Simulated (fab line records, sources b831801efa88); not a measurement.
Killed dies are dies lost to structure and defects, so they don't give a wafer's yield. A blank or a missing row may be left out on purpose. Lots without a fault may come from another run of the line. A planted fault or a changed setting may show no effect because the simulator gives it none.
fab line records | flow sky130
record lots=10 wafers=28 last_day=50
route steps=708 shown RES_XHIGH@341 SD_N@354 LI_CONTACT@377 CAPM@539 PAD_OPEN@708
lots that met no fault: from a run of the same line without faults
start_h: hours from the record's first day to the start of the lot's first wafer shown | wait_h: hours since the lot's step before | " the same as in the row above | L1.1+2: a row that stands for several wafers | - no value, or no start given | * or withheld: withheld | < > ~ a bound
route shown NAME@n: a module of which the file shows steps, and the number in the route of the first | usual: mean/standard deviation of fault-free wafers | same: alike in all rows | chamber/n: place in a boat | sites: the reading at each site | _std_site: their standard deviation | _edge_site: outer sites' mean less inner sites' | radius_mm: how far each site lies from the wafer's centre | mask NAME#n: copy n | behind: the tool/chamber that last shaped the wafer | hold: why the lot was held/for how many hours/how that ended | device: the transistor (n, p or np) that didn't switch | end of line: the same wafers' tests at the end of the route | a step without rows: its recipe alone | killed: dies lost to structure and defects at the first sort, not the wafer's yield | map: a wafer's dies, x killed, . not, _ none there
set.NAME: the setting as run; set.NAME@STEP: as run at that earlier step | model.NAME: the simulator's own value behind a step, which no gauge read
steps of the route over a sample of lots; a table a step, a row a wafer
services: from which hour (start_h, from the record's first day; less than 0 if before it) a tool's chamber was out of use, for how many hours, and why
## steps
# step SKY_RES_XHIGH_TW_MEAS_09
# usual RES_XHIGH_TW=1631/12
# columns lot.wafer tool chamber start_h wait_h RES_XHIGH_TW
L417.1 film_metro-02 - 635.04 0.1 1635
L417.2 " - " " 1625
L417.3 " - " " 1623
L418.2 film_metro-01 - 658.77 0.1 1649
L418.3 " - " " 1644
L418.4 " - " " 1646
L420.1 film_metro-01 - 661.26 0.1 1636
L420.3 " - " " 1636
L420.4 " - " " 1645
L421.2 film_metro-01 - 677.52 0.1 1648
L421.5 " - " " 1653
L421.6 " - " " 1656
L424.1 film_metro-02 - 687.89 0.1 1615
L424.4 " - " " 1623
L424.6 " - " " 1622
L428.3 film_metro-01 - 714.06 0.1 1634
L428.4 " - " " 1638
L428.5 " - " " 1633
L436.3 film_metro-03 - 775.51 0.1 1632
L436.6 " - " " 1624
L437.2 film_metro-01 - 778.27 0.1 1645
L437.5 " - " " 1650
L439.4 film_metro-03 - 785.19 0.1 1622
L439.5 " - " " 1623
L439.6 " - " " 1617
L440.2 film_metro-02 - 793.27 0.1 1625
L440.3 " - " " 1632
L440.6 " - " " 1629
# step SKY_SD_N_TW_MEAS_12
# usual SD_N_TW=3954/33
# columns lot.wafer tool chamber start_h wait_h SD_N_TW
L417.1 film_metro-03 - 664.61 0.1 3934
L417.2 " - " " 3922
L417.3 " - " " 3942
L418.2 film_metro-02 - 686.88 0.1 3930
L418.3 " - " " 3929
L418.4 " - " " 3915
L420.1 film_metro-02 - 688.72 0.1 3927
L420.3 " - " " 3911
L420.4 " - " " 3920
L421.2 film_metro-02 - 705.58 0.1 3974
L421.5 " - " " 3967
L421.6 " - " " 3960
L424.1 film_metro-01 - 715.36 0.1 3973
L424.4 " - " " 3964
L424.6 " - " " 3994
L428.3 film_metro-02 - 741.63 0.1 3957
L428.4 " - " " 3959
L428.5 " - " " 3964
L436.3 film_metro-03 - 802.36 0.1 3938
L436.6 " - " " 3935
L437.2 film_metro-02 - 804.37 0.1 3946
L437.5 " - " " 3978
L439.4 film_metro-01 - 812.50 0.1 3967
L439.5 " - " " 3984
L439.6 " - " " 3969
L440.2 film_metro-01 - 819.92 0.1 3998
L440.3 " - " " 4006
L440.6 " - " " 3995
# step SKY_LI_CONTACT_ETCH_15
# recipe target=PSG chemistry=C4F8/O2/Ar stop_on=Si taper_deg=4.15 mask_material=KrF-thick source_w=1500 bias_w=1200 pressure_mtorr=40 c4f8_flow_sccm=withheld O2_flow_sccm=6 Ar_flow_sccm=300 time_s=withheld target_depth_a=6000
# usual oes_product_au=0.836/0.0046
# columns lot.wafer tool chamber start_h wait_h oes_product_au
L417.1 rie_diel-04 1 693.64 0.0 0.834
L417.2 " 3 " " 0.842
L417.3 " 2 " " 0.849
L418.2 rie_diel-01 0 715.87 0.0 0.837
L418.3 " 2 " " 0.838
L418.4 " 0 " " 0.830
L420.1 rie_diel-04 0 717.35 0.0 0.837
L420.3 " 2 " " 0.829
L420.4 " 0 " " 0.838
L421.2 rie_diel-04 3 735.04 0.0 0.832
L421.5 " 3 " " 0.842
L421.6 " 2 " " 0.840
L424.1 rie_diel-02 0 744.09 0.0 0.838
L424.4 " 3 " " 0.833
L424.6 " 3 " " 0.833
L428.3 rie_diel-01 0 769.49 0.0 0.839
L428.4 " 3 " " 0.835
L428.5 " 0 " " 0.838
L436.3 rie_diel-01 3 830.49 0.0 0.838
L436.6 " 0 " " 0.842
L437.2 rie_diel-02 1 832.47 0.0 0.838
L437.5 " 2 " " 0.842
L439.4 rie_diel-01 2 839.89 0.0 0.827
L439.5 " 1 " " 0.832
L439.6 " 2 " " 0.838
L440.2 rie_diel-01 2 846.97 0.0 0.837
L440.3 " 3 " " 0.835
L440.6 " 3 " " 0.836
# step SKY_CAPM_SPUTTER_02
# recipe material=TiN target_thk_nm=200 temp_c=300 power_w=6500 time_s=166.7 chamber_pressure_pa=0.4
# usual chamber_pressure_pa=0.4001/0.00086 throttle_valve_pct=29.5/1.2
# columns lot.wafer tool chamber start_h wait_h chamber_pressure_pa throttle_valve_pct
L417.1 pvd_sputter-01 - 864.68 0.1 0.3999 30.0
L417.2 " - " " 0.3999 32.2
L417.3 " - " " 0.4002 30.1
L418.2 pvd_sputter-04 - 886.26 0.0 0.3983 27.7
L418.3 " - " " 0.4001 29.3
L418.4 " - " " 0.4007 30.2
L420.1 pvd_sputter-02 - 888.79 0.1 0.4003 29.3
L420.3 " - " " 0.3985 27.5
L420.4 " - " " 0.4004 29.0
L421.2 pvd_sputter-01 - 904.90 0.0 0.4000 30.1
L421.5 " - " " 0.4001 32.0
L421.6 " - " " 0.3996 29.8
L424.1 pvd_sputter-02 - 912.16 0.1 0.3996 29.7
L424.4 " - " " 0.4009 29.1
L424.6 " - " " 0.4017 29.0
L428.3 pvd_sputter-01 - 936.27 0.0 0.3987 30.1
L428.4 " - " " 0.3994 29.9
L428.5 " - " " 0.4014 29.1
L436.3 pvd_sputter-01 - 990.99 0.0 0.4003 29.5
L436.6 " - " " 0.3988 30.2
L437.2 pvd_sputter-01 - 992.18 0.0 0.4000 30.3
L437.5 " - " " 0.4003 32.2
L439.4 pvd_sputter-04 - 999.83 0.0 0.3998 27.6
L439.5 " - " " 0.4010 27.4
L439.6 " - " " 0.4004 29.3
L440.2 pvd_sputter-04 - 1005.27 0.0 0.4002 28.9
L440.3 " - " " 0.4003 29.4
L440.6 " - " " 0.4016 29.4
# step SKY_CAPM_RS_MEAS_03
# recipe thk_meas_gauge=four-point-probe reads=TiN_of_CAPM_SPUTTER_02
# usual CAPM_TIN_RS=6.94/0.083
# columns lot.wafer tool chamber start_h wait_h CAPM_TIN_RS[ohm/sq]
L417.1 film_metro-03 - 864.79 0.1 6.83
L417.2 " - " " 6.89
L417.3 " - " " 6.89
L418.2 film_metro-04 - 886.39 0.1 6.95
L418.3 " - " " 7.03
L418.4 " - " " 7.06
L420.1 film_metro-03 - 888.90 0.1 6.88
L420.3 " - " " 6.95
L420.4 " - " " 6.97
L421.2 film_metro-01 - 905.02 0.1 6.84
L421.5 " - " " 6.89
L421.6 " - " " 6.80
L424.1 film_metro-04 - 912.27 0.1 6.94
L424.4 " - " " 6.86
L424.6 " - " " 6.96
L428.3 film_metro-04 - 936.42 0.1 6.87
L428.4 " - " " 6.99
L428.5 " - " " 6.91
L436.3 film_metro-01 - 991.14 0.1 6.92
L436.6 " - " " 5.38
L437.2 film_metro-03 - 992.31 0.1 6.86
L437.5 " - " " 5.40
L439.4 film_metro-04 - 1000.00 0.1 6.91
L439.5 " - " " 6.92
L439.6 " - " " 7.05
L440.2 film_metro-01 - 1005.40 0.1 7.01
L440.3 " - " " 6.99
L440.6 " - " " 6.97
# step SKY_CAPM_THK_MEAS_04
# recipe thk_meas_gauge=xrf reads=TiN_of_CAPM_SPUTTER_02
# usual CAPM_TIN_THK=200.2/2.5
# columns lot.wafer tool chamber start_h wait_h CAPM_TIN_THK[nm]
L417.1 film_metro-03 - 864.91 0.1 203.2
L417.2 " - " " 200.3
L417.3 " - " " 201.4
L418.2 film_metro-04 - 886.50 0.1 200.0
L418.3 " - " " 197.6
L418.4 " - " " 196.7
L420.1 film_metro-03 - 889.02 0.1 202.3
L420.3 " - " " 200.5
L420.4 " - " " 199.6
L421.2 film_metro-01 - 905.13 0.1 204.1
L421.5 " - " " 200.8
L421.6 " - " " 204.5
L424.1 film_metro-04 - 912.39 0.1 200.9
L424.4 " - " " 202.3
L424.6 " - " " 200.1
L428.3 film_metro-04 - 936.52 0.1 201.6
L428.4 " - " " 198.4
L428.5 " - " " 200.2
L436.3 film_metro-01 - 991.24 0.1 200.4
L436.6 " - " " 258.2
L437.2 film_metro-03 - 992.42 0.1 200.3
L437.5 " - " " 254.3
L439.4 film_metro-04 - 1000.09 0.1 201.7
L439.5 " - " " 200.9
L439.6 " - " " 197.8
L440.2 film_metro-01 - 1005.51 0.1 199.1
L440.3 " - " " 198.8
L440.6 " - " " 199.4
# step SKY_CAPM_METAL_ETCH_13
# recipe target_depth_nm=220 stop_on=SiO2 chemistry=Cl2/BCl3 target=TiN pressure_mtorr=10 icp_w=900 bias_w=48.5 Cl2_flow_sccm=60 bcl3_flow_sccm=30 time_s=62.9
# usual drypump_motor_current_A=5.7/0.49 oes_product_au=0.939/0.0072 throttle_valve_pct=21.902/0.0098
# columns lot.wafer tool chamber start_h wait_h drypump_motor_current_A oes_product_au rf_hours_counter_h throttle_valve_pct
L417.1 rie_metal-03 1 890.31 0.0 5.1 0.945 15 21.898
L417.2 " 0 " " 6.5 0.934 7 21.890
L417.3 " 1 " " 5.1 0.947 - 21.898
L418.2 rie_metal-03 0 911.31 0.0 6.4 0.931 8 21.900
L418.3 " 0 " " 6.4 0.934 - 21.892
L418.4 " 1 " " 5.1 0.928 - 21.916
L420.1 rie_metal-01 0 913.90 0.0 5.9 0.945 5 21.893
L420.3 " 1 " " 6.2 0.935 - 21.892
L420.4 " 0 " " 5.9 0.941 - 21.896
L421.2 rie_metal-02 0 929.95 0.0 5.1 0.942 2 21.902
L421.5 " 0 " " 5.1 0.942 - 21.904
L421.6 " 1 " " 6.0 0.948 - 21.910
L424.1 rie_metal-02 1 936.79 0.0 6.0 0.943 8 21.899
L424.4 " 0 " " 5.1 0.949 - 21.892
L424.6 " 0 " " 5.1 0.937 - 21.912
L428.3 rie_metal-02 1 960.23 0.0 6.0 0.941 - 21.893
L428.4 " 0 " " 5.1 0.942 - 21.900
L428.5 " 0 " " 5.1 0.941 - 21.901
L436.3 rie_metal-02 1 1013.42 0.0 6.0 0.937 - 21.892
L436.6 " 0 " " 5.1 0.993 - 21.880
L437.2 rie_metal-02 1 1014.70 0.0 6.0 0.944 13 21.914
L437.5 " 0 " " 5.1 0.979 - 21.875
L439.4 rie_metal-02 0 1022.37 0.0 5.1 0.947 - 21.893
L439.5 " 1 " " 6.0 0.948 - 21.896
L439.6 " 0 " " 5.1 0.936 - 21.890
L440.2 rie_metal-01 0 1028.29 0.0 5.9 0.936 11 21.916
L440.3 " 1 " " 6.1 0.931 - 21.898
L440.6 " 1 " " 6.1 0.936 - 21.903
# step SKY_PAD_OPEN_PROBE_99
# usual defect_limited_yield=82.3/1.9 killed_at_M0_to_M3=44/6.5 killed_at_M4_up=3.3/1.9 killed_at_contacts=24/5.3 killed_at_front_end=15/4.5 killed_at_other=0.3/0.58 killed_dies=87/9.3 killed_on_rim=17/4.2 killed_open=48/6.6 killed_short=39/6.1 sort_bin_3_pad_short=0.9/0.46 sort_bin_5_function=10.5/1.6 sort_bin_6_memory=6.3/1.1 sort_n_pass=405/9.3 sort_yield_pct=82.3/1.9
# same gross_dies=492 killed_at_back_side=0 sort_bin_4_leakage[%]=0 sort_bin_8_speed[%]=0
# columns lot.wafer tool chamber start_h wait_h defect_limited_yield[%] killed_at_M0_to_M3 killed_at_M4_up killed_at_contacts killed_at_front_end killed_at_other killed_dies killed_on_rim killed_open killed_short sort_bin_3_pad_short[%] sort_bin_5_function[%] sort_bin_6_memory[%] sort_n_pass sort_yield_pct[%]
L417.1 prober-02 - 1085.97 0.1 81.3 40 2 32 18 0 92 13 51 41 0.4 12.8 5.5 400 81.3
L417.2 prober-02 - 1086.02 0.1 78.7 52 2 30 21 0 105 21 52 53 1.6 12.8 6.9 387 78.7
L417.3 prober-02 - 1086.07 0.2 82.7 47 4 22 11 1 85 12 53 32 1.0 10.2 6.1 407 82.7
L436.3 prober-01 - 1184.07 0.2 84.3 39 3 26 9 0 77 13 44 33 1.4 8.9 5.3 415 84.3
L436.6 prober-01 - 1184.22 0.2 0 40 3 28 16 405 492 96 45 42 82.9 9.8 7.3 0 0
L437.2 prober-01 - 1187.35 0.1 84.6 40 4 24 7 1 76 9 40 36 1.6 9.3 4.5 416 84.6
L437.5 prober-01 - 1187.50 0.2 0 42 1 26 21 402 492 96 44 47 82.7 11.6 5.7 0 0
# killed by level:class
L417.1 CONTACT:geometric_particle:open=15 FIELD_ISO:geometric_particle:short=9 LOCAL_INTERCONNECT:geometric_particle:short=7 VIA2:geometric_particle:open=7 VIA1:geometric_particle:open=7 LI_CONTACT:geometric_particle:open=6 VIA3:geometric_particle:open=6 FIELD_ISO:geometric_particle:open=5
L417.2 VIA1:geometric_particle:open=12 METAL1:geometric_particle:short=10 POLY_GATE:geometric_particle:open=7 LI_CONTACT:geometric_particle:open=7 CONTACT:geometric_particle:open=7 CONTACT:geometric_particle:short=6 VIA2:geometric_particle:open=6 VIA3:geometric_particle:open=6
L417.3 VIA1:geometric_particle:open=11 VIA3:geometric_particle:open=10 LI_CONTACT:geometric_particle:open=8 CONTACT:geometric_particle:open=8 METAL2:geometric_particle:short=7 VIA2:geometric_particle:open=5 METAL1:geometric_particle:short=4 SPACER:geometric_particle:open=3
L436.3 VIA3:geometric_particle:open=13 LI_CONTACT:geometric_particle:open=8 CONTACT:geometric_particle:open=8 LOCAL_INTERCONNECT:geometric_particle:short=6 METAL1:geometric_particle:short=6 VIA2:geometric_particle:open=6 POLY_GATE:geometric_particle:short=5 VIA1:geometric_particle:open=5
L436.6 CAPM:area_etch=405 CONTACT:geometric_particle:open=10 LI_CONTACT:geometric_particle:open=7 VIA2:geometric_particle:open=6 POLY_GATE:geometric_particle:open=5 CONTACT:geometric_particle:short=5 METAL1:geometric_particle:short=5 METAL3:geometric_particle:short=5
L437.2 CONTACT:geometric_particle:open=10 VIA1:geometric_particle:open=10 METAL2:geometric_particle:short=6 VIA3:geometric_particle:open=5 METAL1:geometric_particle:short=5 LOCAL_INTERCONNECT:geometric_particle:short=4 METAL4:geometric_particle:short=4 LI_CONTACT:geometric_particle:open=3
L437.5 CAPM:area_etch=401 VIA1:geometric_particle:open=9 LI_CONTACT:geometric_particle:open=8 CONTACT:geometric_particle:open=8 METAL1:geometric_particle:short=7 METAL2:geometric_particle:short=6 FIELD_ISO:geometric_particle:short=5 CONTACT:geometric_particle:short=5
## services
# columns tool chamber start_h hours kind
rie_diel-04 3 694.70 8.5 repair
rie_diel-04 0 702.39 3.8 repair
rie_diel-01 3 705.32 14.8 repair
rie_diel-04 2 739.08 7.0 repair
pvd_sputter-01 - 746.27 0.8 repair
rie_metal-02 1 748.60 11.2 repair
rie_diel-04 - 779.40 14.6 pm
pvd_sputter-01 - 786.95 2.5 repair
rie_diel-01 2 788.28 7.8 repair
pvd_sputter-04 - 796.82 4.7 repair
rie_diel-04 1 806.00 5.7 repair
rie_diel-04 3 807.04 5.5 repair
rie_metal-02 1 815.48 4.7 repair
rie_diel-01 - 861.14 2.8 pm
pvd_sputter-04 - 862.62 14.0 repair
rie_diel-04 0 893.78 9.7 repair
rie_diel-04 1 922.40 5.0 repair
pvd_sputter-04 - 945.60 2.3 repair
rie_diel-04 0 945.94 1.3 repair
pvd_sputter-01 - 970.62 4.4 repair
rie_diel-01 2 977.68 33.4 repair
rie_diel-04 - 986.23 0.2 repair
rie_diel-01 1 992.39 5.0 repair
rie_diel-04 3 1006.74 11.1 repair
## key
first_sign step=SKY_CAPM_RS_MEAS_03 reading=CAPM_TIN_RS direction=down sigmas=19 usual=6.94 struck=5.39
effect step=SKY_CAPM_THK_MEAS_04 reading=CAPM_TIN_THK direction=up sigmas=22 usual=200.2 struck=256.3
effect step=SKY_CAPM_METAL_ETCH_13 reading=oes_product_au direction=up sigmas=6.5 usual=0.939 struck=0.986
effect step=SKY_PAD_OPEN_PROBE_99 reading=killed_at_other direction=up sigmas=99+ usual=0.3 struck=403.5
more_kills_born_at SKY_CAPM_METAL_ETCH_13@rie_metal-02=806
met_at SKY_CAPM_SPUTTER_02
struck_lots L436,L437
struck_wafers L436.6,L437.5
later_rows_left_out L436.6,L437.5
not_acting_at SKY_RES_XHIGH_TW_MEAS_09,SKY_SD_N_TW_MEAS_12,SKY_LI_CONTACT_ETCH_15
onset_between 936.27 990.99
fault kind=process_parameter_drift tool=pvd_sputter-01 chamber=- onset_h=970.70 steps=SKY_CAPM_SPUTTER_02 channel=target_thk_nm offset=55.323 shape=step end_h=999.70 scope=struck_wafers_only acts_in=these_recipes_only stated=200
# later_rows_left_out: the simulator's readings of these wafers behind a module that went badly wrong aren't trusted and aren't shown, but for the sort
